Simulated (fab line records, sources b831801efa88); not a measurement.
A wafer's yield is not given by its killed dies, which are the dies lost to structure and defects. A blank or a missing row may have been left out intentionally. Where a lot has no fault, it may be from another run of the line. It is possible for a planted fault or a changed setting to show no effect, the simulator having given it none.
fab line records | flow sfq-line
record: lots: 7 | wafers: 21 | last-day: 75
route steps=325 shown I1@77 M2@88
lots untouched by any fault: they come from a run of this same line in which no faults occurred
start-h: start of the lot's first displayed wafer, in hours after the record's first day | wait-h: hours elapsed since this lot's preceding step | " unchanged from the row above | L1.1+2: a single row standing in for several wafers | - no value present, or no start provided | * or withheld: withheld | < > ~ a bound
route shown NAME@n: names a module that has steps shown in the file, with the first one's number in the route | usual: mean/standard deviation taken from wafers without a fault | same: alike in all rows | chamber/n: place in a boat | sites: readings site by site | _std_site: standard deviation across them | _edge_site: mean of outer sites minus mean of inner sites | radius-mm: for every site, how far away it sits from the centre of the wafer | mask NAME#n: copy n | behind: the last tool/chamber to shape the wafer | hold: reason for holding the lot/hours on hold/outcome of the hold | device: transistor that didn't switch, given as n, p or np | end of line: tests run on the same wafers once the route is complete | a step without rows: its recipe alone | killed: dies that structure and defects cost at the first sort, which is not the same as the wafer's yield | map: the dies of a wafer, with x for killed, . for not killed, _ for no die there
set.NAME: the setting the step ran with; set.NAME@STEP: the setting that earlier step ran with | model.NAME: the simulator's own value behind a step, which no gauge read
a table for each step, a row for each wafer; lots at some steps of the route
services: when a tool's chamber went out of use (start-h, in hours from the record's first day, below 0 if earlier), for how many hours, and the reason
== steps ==
step: SFQ_TRILAYER_I1_VIA_LITHO_COAT_054
recipe: resist: BARC | spin-rpm: 3000 | resist-thk-nm: 62
step: SFQ_TRILAYER_I1_VIA_LITHO_COAT_049
recipe: resist: KrF | spin-rpm: 3000 | resist-thk-nm: 650
step: SFQ_TRILAYER_I1_VIA_LITHO_SOFTBAKE_053
recipe: temp-c: withheld | time-s: withheld | resist: KrF
step: SFQ_TRILAYER_I1_VIA_LITHO_EXPOSE_050
recipe: mask-id: I1 | na: 0.6 | source-shape: conventional | sigma-outer: 0.65 | target-cd-nm: 500 | dose-mj: 21.3
step: SFQ_TRILAYER_I1_VIA_LITHO_PEB_052
recipe: peb-temp-c: 115 | peb-time-s: 60 | resist: KrF
step: SFQ_TRILAYER_I1_VIA_LITHO_DEVELOP_051
recipe: time-s: 60 | resist: KrF
step: SFQ_I1_OVL_MEAS_913
usual: I1_OVL: 4/5.5
lot.wafer | tool       | chamber | start-h | wait-h | I1_OVL[nm]
L452.1    | overlay-02 | -       | 536.79  | 0.1    | -1
L452.2    | "          | -       | "       | "      | 5
L452.6    | "          | -       | "       | "      | 6
L453.1    | overlay-02 | -       | 540.39  | 0.1    | 3
L453.2    | "          | -       | "       | "      | 3
L453.6    | "          | -       | "       | "      | 4
L457.1    | overlay-02 | -       | 575.25  | 0.1    | 12
L457.2    | "          | -       | "       | "      | 12
L457.6    | "          | -       | "       | "      | 6
L458.2    | overlay-01 | -       | 581.25  | 0.1    | 3
L458.4    | "          | -       | "       | "      | 3
L458.5    | "          | -       | "       | "      | 5
L460.2    | overlay-01 | -       | 587.72  | 0.1    | 0
L460.4    | "          | -       | "       | "      | -2
L460.6    | "          | -       | "       | "      | -8
L462.2    | overlay-02 | -       | 592.52  | 0.1    | 11
L462.3    | "          | -       | "       | "      | 8
L462.6    | "          | -       | "       | "      | 7
L464.2    | overlay-01 | -       | 599.72  | 0.1    | 4
L464.5    | "          | -       | "       | "      | 8
L464.6    | "          | -       | "       | "      | 2
step: SFQ_TRILAYER_I1_VIA_BARC_OPEN_VIA_ETCH_071
recipe: mask-material: PR | chemistry: O2 | target-depth-nm: 125 | target: BARC | source-w: 500 | bias-w: 80 | pressure-mtorr: 30 | time-s: 41.7
usual: bias-w: 80.02/0.25 | drypump-motor-current-A: 5.7/0.58 | oes-product-au: 0.685/0.0047
lot.wafer | tool        | chamber | start-h | wait-h | bias-w | drypump-motor-current-A | oes-product-au | rf-hours-counter-h
L452.1    | rie-diel-03 | 2       | 536.83  | 0.0    | 80.14  | 6.3                     | 0.686          | 0
L452.2    | "           | 1       | "       | "      | 80.44  | 5.6                     | 0.690          | 5
L452.6    | "           | 3       | "       | "      | 79.92  | 5.0                     | 0.685          | -
L453.1    | rie-diel-04 | 1       | 540.43  | 0.0    | 80.26  | 5.3                     | 0.689          | 72
L453.2    | "           | 3       | "       | "      | 80.13  | 5.6                     | 0.679          | 8
L453.6    | "           | 0       | "       | "      | 80.63  | 6.1                     | 0.684          | -
L457.1    | rie-diel-04 | 2       | 575.28  | 0.0    | 80.17  | 6.1                     | 0.693          | 73
L457.2    | "           | 3       | "       | "      | 79.85  | 5.6                     | 0.688          | 8
L457.6    | "           | 1       | "       | "      | 80.15  | 5.4                     | 0.690          | -
L458.2    | rie-diel-03 | 0       | 581.28  | 0.0    | 80.46  | 6.4                     | 0.687          | 15
L458.4    | "           | 2       | "       | "      | 80.32  | 6.4                     | 0.681          | 1
L458.5    | "           | 1       | "       | "      | 79.84  | 5.6                     | 0.693          | -
L460.2    | rie-diel-03 | 3       | 587.75  | 0.0    | 80.07  | 5.0                     | 0.691          | 2
L460.4    | "           | 2       | "       | "      | 80.45  | 6.4                     | 0.681          | 2
L460.6    | "           | 3       | "       | "      | 80.15  | 5.0                     | 0.681          | -
L462.2    | rie-diel-04 | 2       | 592.55  | 0.0    | 80.17  | 6.1                     | 0.686          | 73
L462.3    | "           | 3       | "       | "      | 80.29  | 5.5                     | 0.689          | 9
L462.6    | "           | 3       | "       | "      | 79.87  | 5.6                     | 0.695          | -
L464.2    | rie-diel-04 | 2       | 599.75  | 0.0    | 80.33  | 6.1                     | 0.682          | 73
L464.5    | "           | 1       | "       | "      | 79.65  | 5.4                     | 0.685          | -
L464.6    | "           | 2       | "       | "      | 80.17  | 6.1                     | 0.690          | -
step: SFQ_TRILAYER_I1_VIA_ETCH_VIA_ETCH_052
recipe: target: SiO2 | stop-on: Nb | mask-material: PR | taper-deg: 20 | chemistry: CHF3 | target-depth-nm: 260 | source-w: 500 | bias-w: 80 | pressure-mtorr: 30 | time-s: withheld
usual: bias-w: 79.99/0.23 | drypump-motor-current-A: 5.7/0.58 | oes-product-au: 0.854/0.0053
lot.wafer | tool        | chamber | start-h | wait-h | bias-w | drypump-motor-current-A | oes-product-au
L452.1    | rie-diel-03 | 2       | 536.87  | 0.0    | 80.11  | 6.4                     | 0.845
L452.2    | "           | 1       | "       | "      | 80.44  | 5.5                     | 0.852
L452.6    | "           | 3       | "       | "      | 79.71  | 5.0                     | 0.856
L453.1    | rie-diel-04 | 1       | 540.47  | 0.0    | 79.63  | 5.4                     | 0.859
L453.2    | "           | 3       | "       | "      | 80.19  | 5.6                     | 0.857
L453.6    | "           | 0       | "       | "      | 79.75  | 6.1                     | 0.860
L457.1    | rie-diel-04 | 2       | 575.32  | 0.0    | 79.83  | 6.1                     | 0.848
L457.2    | "           | 3       | "       | "      | 80.12  | 5.6                     | 0.844
L457.6    | "           | 1       | "       | "      | 79.98  | 5.3                     | 0.849
L458.2    | rie-diel-03 | 0       | 581.32  | 0.0    | 80.03  | 6.4                     | 0.858
L458.4    | "           | 2       | "       | "      | 79.92  | 6.4                     | 0.854
L458.5    | "           | 1       | "       | "      | 79.71  | 5.6                     | 0.853
L460.2    | rie-diel-03 | 3       | 587.79  | 0.0    | 80.22  | 5.0                     | 0.850
L460.4    | "           | 2       | "       | "      | 80.11  | 6.4                     | 0.854
L460.6    | "           | 3       | "       | "      | 79.96  | 5.0                     | 0.857
L462.2    | rie-diel-04 | 2       | 592.59  | 0.0    | 80.30  | 6.1                     | 0.855
L462.3    | "           | 3       | "       | "      | 80.16  | 5.6                     | 0.853
L462.6    | "           | 3       | "       | "      | 80.01  | 5.5                     | 0.843
L464.2    | rie-diel-04 | 2       | 599.79  | 0.0    | 79.91  | 6.1                     | 0.859
L464.5    | "           | 1       | "       | "      | 80.13  | 5.3                     | 0.840
L464.6    | "           | 2       | "       | "      | 80.21  | 6.1                     | 0.852
step: SFQ_TRILAYER_I1_VIA_STRIP_STRIP_053
recipe: gas: O2 | power-w: 200 | platen-temp-c: 40 | overash-fraction: 0.65 | chemistry: O2 | pressure-mtorr: 50
usual: drypump-motor-current-A: 5.8/0.42 | oes-product-au: 0.995/0.0078
lot.wafer | tool         | chamber | start-h | wait-h | drypump-motor-current-A | oes-product-au | rf-hours-counter-h
L452.1    | rie-metal-01 | 0       | 536.98  | -      | 5.8                     | 0.992          | 96
L452.2    | "            | 1       | "       | "      | 5.7                     | 0.996          | 130
L452.6    | "            | 0       | "       | "      | 5.8                     | 0.994          | -
L453.1    | rie-metal-01 | 0       | 540.58  | -      | 5.8                     | 0.988          | 96
L453.2    | "            | 1       | "       | "      | 5.7                     | 0.991          | 131
L453.6    | "            | 0       | "       | "      | 5.8                     | 0.996          | -
L457.1    | rie-metal-01 | 0       | 575.43  | -      | 5.7                     | 0.991          | 102
L457.2    | "            | 1       | "       | "      | 5.7                     | 0.991          | 136
L457.6    | "            | 0       | "       | "      | 5.8                     | 0.994          | -
L458.2    | rie-metal-02 | 0       | 581.43  | -      | 6.5                     | 0.999          | 25
L458.4    | "            | 0       | "       | "      | 6.5                     | 0.992          | -
L458.5    | "            | 1       | "       | "      | 5.2                     | 1.001          | -
L460.2    | rie-metal-02 | 0       | 587.91  | -      | 6.5                     | 0.995          | 26
L460.4    | "            | 1       | "       | "      | 5.2                     | 1.003          | -
L460.6    | "            | 1       | "       | "      | 5.2                     | 0.994          | -
L462.2    | rie-metal-01 | 1       | 592.71  | -      | 5.7                     | 0.991          | 138
L462.3    | "            | 1       | "       | "      | 5.8                     | 0.983          | -
L462.6    | "            | 0       | "       | "      | 5.8                     | 0.988          | -
L464.2    | rie-metal-02 | 1       | 599.91  | -      | 5.2                     | 0.999          | 80
L464.5    | "            | 1       | "       | "      | 5.2                     | 0.996          | -
L464.6    | "            | 0       | "       | "      | 6.5                     | 1.005          | -
step: SFQ_TRILAYER_I1_VIA_STRIP_SOLV_CLEAN_054
recipe: chemistry: NMP | temp-c: 70 | time-s: 600
step: SFQ_TRILAYER_M2_DEP_PRE_CLEAN_056
recipe: gas: Ar | time-s: 22.5 | bias-v: 250
step: SFQ_TRILAYER_M2_DEP_SPUTTER_055
recipe: material: Nb | base-pressure-pa: 1.33e-06 | chamber-pressure-pa: 0.1333 | substrate-temp-c: 20 | resputter-cathode-voltage-v: 400 | target-thk-nm: 200 | power-w: 2000 | time-s: 133.3
usual: base-pressure-pa: 1.33e-06/9.4e-08 | cathode-dc-power-W: 2000.0/0.35 | chamber-pressure-pa: 0.13333/0.00027 | throttle-valve-pct: 30.5/1.4
lot.wafer | tool           | chamber | start-h | wait-h | base-pressure-pa | cathode-dc-power-W | chamber-pressure-pa | throttle-valve-pct
L452.1    | pvd-sputter-05 | -       | 537.78  | 0.0    | 1.31e-06         | 1999.5             | 0.13347             | 28.6
L452.2    | "              | -       | "       | "      | 1.21e-06         | 1999.4             | 0.13343             | 32.4
L452.6    | "              | -       | "       | "      | 1.37e-06         | 1999.6             | 0.1334              | 30.0
L453.1    | pvd-sputter-04 | -       | 541.38  | 0.0    | 1.31e-06         | 2000.8             | 0.13349             | 31.2
L453.2    | "              | -       | "       | "      | 1.45e-06         | 2000.3             | 0.13336             | 31.8
L453.6    | "              | -       | "       | "      | 1.26e-06         | 2000.1             | 0.13357             | 30.4
L457.1    | pvd-sputter-04 | -       | 576.24  | 0.0    | 1.47e-06         | 2000.3             | 0.13308             | 31.2
L457.2    | "              | -       | "       | "      | 1.56e-06         | 1999.5             | 0.13328             | 31.8
L457.6    | "              | -       | "       | "      | 1.24e-06         | 1999.7             | 0.13299             | 31.9
L457.1    | pvd-sputter-04 | -       | 576.50  | 0.2    | 1.42e-06         | 1999.6             | 0.13342             | 31.2
L457.2    | "              | -       | "       | "      | 1.21e-06         | 2000.2             | 0.13326             | 31.9
L457.6    | "              | -       | "       | "      | 1.14e-06         | 2000.0             | 0.13316             | 31.9
L458.2    | pvd-sputter-05 | -       | 582.24  | 0.0    | 1.34e-06         | 1999.8             | 0.13322             | 32.9
L458.4    | "              | -       | "       | "      | 1.31e-06         | 1999.7             | 0.13315             | 29.8
L458.5    | "              | -       | "       | "      | 1.22e-06         | 2000.0             | 0.13331             | 28.8
L460.2    | pvd-sputter-05 | -       | 588.71  | 0.0    | 1.36e-06         | 1999.7             | 0.13349             | 29.9
L460.4    | "              | -       | "       | "      | 1.34e-06         | 1999.4             | 0.13341             | 32.7
L460.6    | "              | -       | "       | "      | 1.2e-06          | 1999.9             | 0.13358             | 32.6
L460.2    | pvd-sputter-05 | -       | 588.97  | 0.2    | 1.27e-06         | 2000.2             | 0.13345             | 30.0
L460.4    | "              | -       | "       | "      | 1.35e-06         | 2000.5             | 0.13326             | 32.5
L460.6    | "              | -       | "       | "      | 1.3e-06          | 2000.0             | 0.13296             | 32.6
L462.2    | pvd-sputter-03 | -       | 593.51  | 0.0    | 1.34e-06         | 2000.0             | 0.13324             | 28.2
L462.3    | "              | -       | "       | "      | 1.33e-06         | 1999.9             | 0.13341             | 32.5
L462.6    | "              | -       | "       | "      | 1.34e-06         | 1999.7             | 0.13384             | 30.7
L464.2    | pvd-sputter-04 | -       | 600.73  | 0.0    | 1.39e-06         | 2000.1             | 0.13319             | 31.9
L464.5    | "              | -       | "       | "      | 1.33e-06         | 1999.9             | 0.1334              | 32.0
L464.6    | "              | -       | "       | "      | 1.52e-06         | 1999.6             | 0.13317             | 30.3
L464.2    | pvd-sputter-04 | -       | 600.98  | 0.2    | 1.49e-06         | 2000.1             | 0.13293             | 31.8
L464.5    | "              | -       | "       | "      | 1.4e-06          | 1999.8             | 0.13338             | 31.9
L464.6    | "              | -       | "       | "      | 1.34e-06         | 1999.6             | 0.13342             | 30.1
step: SFQ_M2_RS_MEAS_914
recipe: thk-meas-gauge: four-point-probe | reads: Nb_of_TRILAYER_M2_DEP_SPUTTER_055
usual: M2_NB_RS: 0.898/0.0089
lot.wafer | tool          | chamber | start-h | wait-h | M2_NB_RS[ohm/sq]
L452.1    | film-metro-03 | -       | 537.87  | 0.0    | 0.888
L452.2    | "             | -       | "       | "      | 0.880
L452.6    | "             | -       | "       | "      | 0.889
L453.1    | film-metro-03 | -       | 541.47  | 0.0    | 0.882
L453.2    | "             | -       | "       | "      | 0.884
L453.6    | "             | -       | "       | "      | 0.871
L457.1    | film-metro-02 | -       | 576.59  | 0.0    | 0.446
L457.2    | "             | -       | "       | "      | 0.444
L457.6    | "             | -       | "       | "      | 0.445
L458.2    | film-metro-02 | -       | 582.35  | 0.1    | 0.898
L458.4    | "             | -       | "       | "      | 0.902
L458.5    | "             | -       | "       | "      | 0.900
L460.2    | film-metro-02 | -       | 589.08  | 0.1    | 0.445
L460.4    | "             | -       | "       | "      | 0.445
L460.6    | "             | -       | "       | "      | 0.445
L462.2    | film-metro-02 | -       | 593.62  | 0.1    | 0.902
L462.3    | "             | -       | "       | "      | 0.897
L462.6    | "             | -       | "       | "      | 0.910
L464.2    | film-metro-02 | -       | 601.09  | 0.1    | 0.453
L464.5    | "             | -       | "       | "      | 0.453
L464.6    | "             | -       | "       | "      | 0.444
step: SFQ_TRILAYER_M2_LITHO_COAT_062
recipe: resist: BARC | spin-rpm: 3000 | resist-thk-nm: 62
step: SFQ_TRILAYER_M2_LITHO_COAT_057
recipe: resist: KrF | spin-rpm: 3000 | resist-thk-nm: 600
step: SFQ_TRILAYER_M2_LITHO_SOFTBAKE_061
recipe: temp-c: withheld | time-s: withheld | resist: KrF
step: SFQ_TRILAYER_M2_LITHO_EXPOSE_058
recipe: mask-id: M2 | na: 0.6 | source-shape: conventional | sigma-outer: 0.65 | target-cd-nm: 500 | dose-mj: 14.4
step: SFQ_TRILAYER_M2_LITHO_PEB_060
recipe: peb-temp-c: 115 | peb-time-s: 60 | resist: KrF
step: SFQ_TRILAYER_M2_LITHO_DEVELOP_059
recipe: time-s: 60 | resist: KrF
step: SFQ_M2_OVL_MEAS_916
usual: M2_OVL: -1/4.9
lot.wafer | tool       | chamber | start-h | wait-h | M2_OVL[nm]
L452.1    | overlay-02 | -       | 541.52  | 0.1    | 2
L452.2    | "          | -       | "       | "      | 3
L452.6    | "          | -       | "       | "      | 5
L453.1    | overlay-02 | -       | 545.12  | 0.1    | -6
L453.2    | "          | -       | "       | "      | -5
L453.6    | "          | -       | "       | "      | 3
L457.1    | overlay-01 | -       | 714.22  | 0.1    | -4
L457.2    | "          | -       | "       | "      | 7
L457.6    | "          | -       | "       | "      | -4
L458.2    | overlay-01 | -       | 717.83  | 0.1    | 2
L458.4    | "          | -       | "       | "      | -3
L458.5    | "          | -       | "       | "      | 1
L460.2    | overlay-02 | -       | 727.43  | 0.1    | 7
L460.4    | "          | -       | "       | "      | 1
L460.6    | "          | -       | "       | "      | 0
L462.2    | overlay-02 | -       | 732.23  | 0.1    | -10
L462.3    | "          | -       | "       | "      | -7
L462.6    | "          | -       | "       | "      | 0
L464.2    | overlay-01 | -       | 738.07  | 0.1    | -2
L464.5    | "          | -       | "       | "      | 5
L464.6    | "          | -       | "       | "      | -4
step: SFQ_TRILAYER_M2_BARC_OPEN_METAL_ETCH_077
recipe: mask-material: PR | chemistry: O2 | target-depth-nm: 125 | target: BARC | icp-w: 600 | bias-w: 80 | pressure-mtorr: 10 | time-s: 41.7
usual: bias-w: 79.97/0.21 | drypump-motor-current-A: 5.92/0.3 | oes-product-au: 0.684/0.0046
lot.wafer | tool         | chamber | start-h | wait-h | bias-w | drypump-motor-current-A | oes-product-au | rf-hours-counter-h
L452.1    | rie-metal-03 | 1       | 541.56  | 0.0    | 80.42  | 6.28                    | 0.690          | 65
L452.2    | "            | 1       | "       | "      | 79.90  | 6.24                    | 0.680          | -
L452.6    | "            | 1       | "       | "      | 80.08  | 6.25                    | 0.679          | -
L453.1    | rie-metal-01 | 0       | 545.16  | 0.0    | 79.93  | 5.79                    | 0.684          | 97
L453.2    | "            | 1       | "       | "      | 79.95  | 5.74                    | 0.688          | 132
L453.6    | "            | 1       | "       | "      | 80.16  | 5.71                    | 0.685          | -
L457.1    | rie-metal-01 | 1       | 714.26  | 0.0    | 79.98  | 5.75                    | 0.682          | 159
L457.2    | "            | 0       | "       | "      | 79.84  | 5.78                    | 0.695          | 123
L457.6    | "            | 0       | "       | "      | 79.95  | 5.77                    | 0.687          | -
L458.2    | rie-metal-04 | 0       | 717.86  | 0.0    | 80.10  | 6.31                    | 0.679          | 14
L458.4    | "            | 1       | "       | "      | 80.22  | 5.69                    | 0.688          | -
L458.5    | "            | 0       | "       | "      | 79.81  | 6.32                    | 0.685          | -
L460.2    | rie-metal-03 | 1       | 727.46  | 0.0    | 80.20  | 6.28                    | 0.685          | 93
L460.4    | "            | 1       | "       | "      | 79.88  | 6.30                    | 0.685          | -
L460.6    | "            | 1       | "       | "      | 79.86  | 6.32                    | 0.686          | -
L462.2    | rie-metal-01 | 0       | 732.26  | 0.0    | 80.05  | 5.76                    | 0.683          | 127
L462.3    | "            | 1       | "       | "      | 80.01  | 5.76                    | 0.695          | -
L462.6    | "            | 0       | "       | "      | 79.92  | 5.78                    | 0.684          | -
L464.2    | rie-metal-04 | 0       | 738.10  | 0.0    | 79.83  | 6.33                    | 0.678          | 17
L464.5    | "            | 1       | "       | "      | 79.65  | 5.71                    | 0.686          | -
L464.6    | "            | 0       | "       | "      | 79.96  | 6.35                    | 0.685          | -
step: SFQ_TRILAYER_M2_ETCH_METAL_ETCH_060
recipe: target: Nb | stop-on: SiO2 | mask-material: PR | chemistry: Cl2/Ar | target-depth-nm: 240 | icp-w: 600 | bias-w: 80 | pressure-mtorr: 10 | time-s: 120
usual: bias-w: 79.98/0.23 | drypump-motor-current-A: 5.92/0.29 | oes-product-au: 0.888/0.0069
lot.wafer | tool         | chamber | start-h | wait-h | bias-w | drypump-motor-current-A | oes-product-au | rf-hours-counter-h | model.etch.depth-nm | model.M2.feature-depth-nm
L452.1    | rie-metal-03 | 1       | 541.68  | 0.1    | 80.40  | 6.31                    | 0.891          | 65                 | 200.4               | 200.4
L452.2    | "            | 1       | "       | "      | 80.32  | 6.27                    | 0.895          | -                  | 202                 | 202
L452.6    | "            | 1       | "       | "      | 80.15  | 6.28                    | 0.888          | -                  | 199.8               | 199.8
L453.1    | rie-metal-01 | 0       | 545.22  | 0.0    | 80.08  | 5.72                    | 0.897          | 97                 | 201.6               | 201.6
L453.2    | "            | 1       | "       | "      | 79.90  | 5.71                    | 0.897          | 132                | 201.3               | 201.3
L453.6    | "            | 1       | "       | "      | 80.10  | 5.71                    | 0.896          | -                  | 204.2               | 204.2
L457.1    | rie-metal-01 | 1       | 714.32  | 0.0    | 80.13  | 5.69                    | 0.981          | 159                | 237.3               | 237.3
L457.2    | "            | 0       | "       | "      | 79.85  | 5.79                    | 0.978          | 123                | 235.2               | 235.2
L457.6    | "            | 0       | "       | "      | 80.02  | 5.79                    | 0.995          | -                  | 237.5               | 237.5
L458.2    | rie-metal-04 | 0       | 717.92  | 0.0    | 80.20  | 6.31                    | 0.889          | 14                 | 197.9               | 197.9
L458.4    | "            | 1       | "       | "      | 80.01  | 5.70                    | 0.883          | -                  | 197.2               | 197.2
L458.5    | "            | 0       | "       | "      | 80.19  | 6.33                    | 0.885          | -                  | 197.7               | 197.7
L460.2    | rie-metal-03 | 1       | 727.52  | 0.0    | 80.16  | 6.30                    | 1.010          | 93                 | 242.2               | 242.2
L460.4    | "            | 1       | "       | "      | 80.10  | 6.32                    | 1.013          | -                  | 245.3               | 245.3
L460.6    | "            | 1       | "       | "      | 79.90  | 6.30                    | 1.011          | -                  | 242                 | 242
L462.2    | rie-metal-01 | 0       | 732.32  | 0.0    | 79.98  | 5.72                    | 0.884          | 127                | 197.1               | 197.1
L462.3    | "            | 1       | "       | "      | 79.93  | 5.71                    | 0.891          | -                  | 198.4               | 198.4
L462.6    | "            | 0       | "       | "      | 79.90  | 5.72                    | 0.874          | -                  | 195                 | 195
L464.2    | rie-metal-04 | 0       | 738.16  | 0.0    | 79.53  | 6.34                    | 1.006          | 17                 | 243.6               | 243.6
L464.5    | "            | 1       | "       | "      | 80.31  | 5.69                    | 1.009          | -                  | 244.6               | 244.6
L464.6    | "            | 0       | "       | "      | 79.61  | 6.33                    | 1.008          | -                  | 243.4               | 243.4
step: SFQ_TRILAYER_M2_STRIP_STRIP_061
recipe: gas: O2 | power-w: 200 | platen-temp-c: 40 | overash-fraction: 0.65 | chemistry: O2 | pressure-mtorr: 50
usual: drypump-motor-current-A: 5.92/0.3 | oes-product-au: 1.004/0.011
lot.wafer | tool         | chamber | start-h | wait-h | drypump-motor-current-A | oes-product-au | rf-hours-counter-h
L452.1    | rie-metal-03 | 1       | 541.93  | 0.2    | 6.28                    | 1.014          | 65
L452.2    | "            | 1       | "       | "      | 6.27                    | 1.010          | -
L452.6    | "            | 1       | "       | "      | 6.28                    | 1.001          | -
L453.1    | rie-metal-01 | 0       | 545.34  | 0.1    | 5.82                    | 0.985          | 97
L453.2    | "            | 1       | "       | "      | 5.71                    | 0.988          | 132
L453.6    | "            | 1       | "       | "      | 5.73                    | 0.992          | -
L457.1    | rie-metal-01 | 1       | 714.44  | 0.1    | 5.70                    | 1.002          | 159
L457.2    | "            | 0       | "       | "      | 5.78                    | 0.990          | 123
L457.6    | "            | 0       | "       | "      | 5.77                    | 1.000          | -
L458.2    | rie-metal-04 | 0       | 718.04  | 0.1    | 6.31                    | 1.008          | 14
L458.4    | "            | 1       | "       | "      | 5.68                    | 1.009          | -
L458.5    | "            | 0       | "       | "      | 6.33                    | 1.012          | -
L460.2    | rie-metal-03 | 1       | 727.64  | 0.1    | 6.32                    | 1.002          | 93
L460.4    | "            | 1       | "       | "      | 6.33                    | 0.998          | -
L460.6    | "            | 1       | "       | "      | 6.33                    | 1.000          | -
L462.2    | rie-metal-01 | 0       | 732.44  | 0.1    | 5.81                    | 0.991          | 127
L462.3    | "            | 1       | "       | "      | 5.78                    | 0.993          | -
L462.6    | "            | 0       | "       | "      | 5.82                    | 0.994          | -
L464.2    | rie-metal-04 | 0       | 738.28  | 0.1    | 6.33                    | 1.015          | 18
L464.5    | "            | 1       | "       | "      | 5.69                    | 1.013          | -
L464.6    | "            | 0       | "       | "      | 6.33                    | 1.003          | -
== services ==
tool           | chamber | start-h | hours | kind
rie-metal-02   | -       | 524.55  | 2.8   | pm
rie-metal-03   | 1       | 531.38  | 1.5   | repair
rie-metal-01   | -       | 533.91  | 2.8   | pm
pvd-sputter-05 | -       | 547.27  | 9.0   | repair
rie-diel-04    | 0       | 557.24  | 2.5   | repair
rie-metal-01   | -       | 572.83  | 2.1   | repair
rie-metal-04   | 0       | 585.07  | 8.9   | repair
pvd-sputter-04 | -       | 586.40  | 1.9   | repair
rie-metal-04   | -       | 603.92  | 14.6  | pm
rie-diel-04    | 0       | 608.31  | 15.2  | repair
rie-diel-03    | 1       | 627.69  | 5.3   | repair
rie-diel-04    | 3       | 630.40  | 3.8   | repair
pvd-sputter-04 | -       | 631.97  | 10.0  | repair
rie-diel-04    | 2       | 645.01  | -     | clean
rie-metal-02   | -       | 647.86  | 4.0   | pm
rie-diel-03    | 0       | 651.96  | 2.6   | repair
rie-metal-01   | -       | 652.68  | 4.0   | pm
rie-metal-04   | -       | 670.93  | 1.4   | pm
rie-diel-03    | 3       | 678.71  | 7.4   | repair
rie-metal-01   | 0       | 679.05  | 3.2   | repair
rie-diel-04    | -       | 693.37  | 0.4   | repair
rie-diel-03    | 3       | 701.44  | 32.5  | repair
rie-diel-04    | 0       | 709.48  | 1.3   | repair
rie-metal-03   | 1       | 718.17  | 6.1   | repair
== key ==
first-sign: step: SFQ_TRILAYER_M2_DEP_SPUTTER_055 | reading: visit | direction: added
effect: step: SFQ_M2_RS_MEAS_914 | reading: M2_NB_RS | direction: down | sigmas: 51 | usual: 0.898 | struck: 0.447
effect: step: SFQ_TRILAYER_M2_ETCH_METAL_ETCH_060 | reading: oes-product-au | direction: up | sigmas: 16 | usual: 0.888 | struck: 1.001
model-effect: step: SFQ_TRILAYER_M2_ETCH_METAL_ETCH_060 | value: etch.depth-nm | without: 196.8 | struck: 241.2
met-at SFQ_TRILAYER_M2_DEP_SPUTTER_055
struck-wafers L457.1,L457.2,L457.6,L460.2,L460.4,L460.6,L464.2,L464.5,L464.6
fault: kind: repeated-step-whole | tool: pvd-sputter-03,pvd-sputter-04,pvd-sputter-05 | chamber: - | onset-h: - | steps: SFQ_TRILAYER_M2_DEP_SPUTTER_055 | times: 1 | scope: struck-lots-only
